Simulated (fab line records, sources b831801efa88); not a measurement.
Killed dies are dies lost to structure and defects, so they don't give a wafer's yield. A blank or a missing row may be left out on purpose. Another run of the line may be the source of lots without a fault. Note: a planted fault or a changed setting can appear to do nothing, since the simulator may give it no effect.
Matching of chambers ; flow gf180mcu ; pecvd-03 running GF_V4_CVD_02: 3 sister chambers
The step deposits SiO2 from TEOS, target thk 850 nm, time 94.851 s. 24 wafers are shown with their chamber, then 12 later ones without.

## WAFERS PAIRED WITH THEIR CHAMBERS
wafer;chamber;heater-power-w (W)
L074.1;1;698
L074.3;2;666
L074.6;0;676
L078.2;2;554
L078.5;0;766
L078.6;2;591
L079.2;0;648
L079.3;1;843
L079.6;0;718
L080.1;0;620
L080.5;0;684
L080.6;2;617
L084.3;1;792
L084.5;0;732
L084.6;2;527
L086.1;1;834
L086.2;0;611
L086.3;2;589
L086.4;1;674
L086.5;0;679
L086.6;2;614
L087.1;0;631
L087.2;1;801
L087.3;2;574

SIGNATURES (averages over the wafers above)
reading;chamber 0;chamber 1;chamber 2;scatter within a chamber
heater-power-w;676.50;773.67;591.50;53.9
Rule: for a wafer and a chamber, the distance is found by dividing, reading by reading, the gap between the wafer's reading and the chamber's mean by the reading's scatter, squaring, summing and taking the root. The wafer belongs to the nearest chamber; if the next one is less than 2 further off, it can't be placed. The scatter: the root of (the sum of the squares of (reading less its chamber's mean) over the shown wafers, divided by (wafers less chambers)).

## WAFERS WITHOUT THEIR CHAMBER
wafer;heater-power-w (W)
L087.4;698
L087.5;814
L087.6;615
L091.2;575
L091.4;607
L091.5;675
L094.1;795
L094.2;671
L094.3;538
L094.4;581
L094.5;740
L094.6;638

## CHAMBER TAKEN BY EACH
wafer;from the rows above;in truth
L087.4;can't be placed: 0 or 1 or 2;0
L087.5;can't be placed: 1 or 0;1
L087.6;can't be placed: 2 or 0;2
L091.2;can't be placed: 2 or 0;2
L091.4;can't be placed: 2 or 0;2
L091.5;can't be placed: 0 or 2 or 1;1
L094.1;can't be placed: 1 or 0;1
L094.2;can't be placed: 0 or 2 or 1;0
L094.3;can't be placed: 2 or 0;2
L094.4;can't be placed: 2 or 0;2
L094.5;can't be placed: 1 or 0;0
L094.6;can't be placed: 0 or 2 or 1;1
Correctly placed: 0 of 12. These rows do not allow placing 12 (true chamber among the candidates in 12). Placed wrongly: 0.
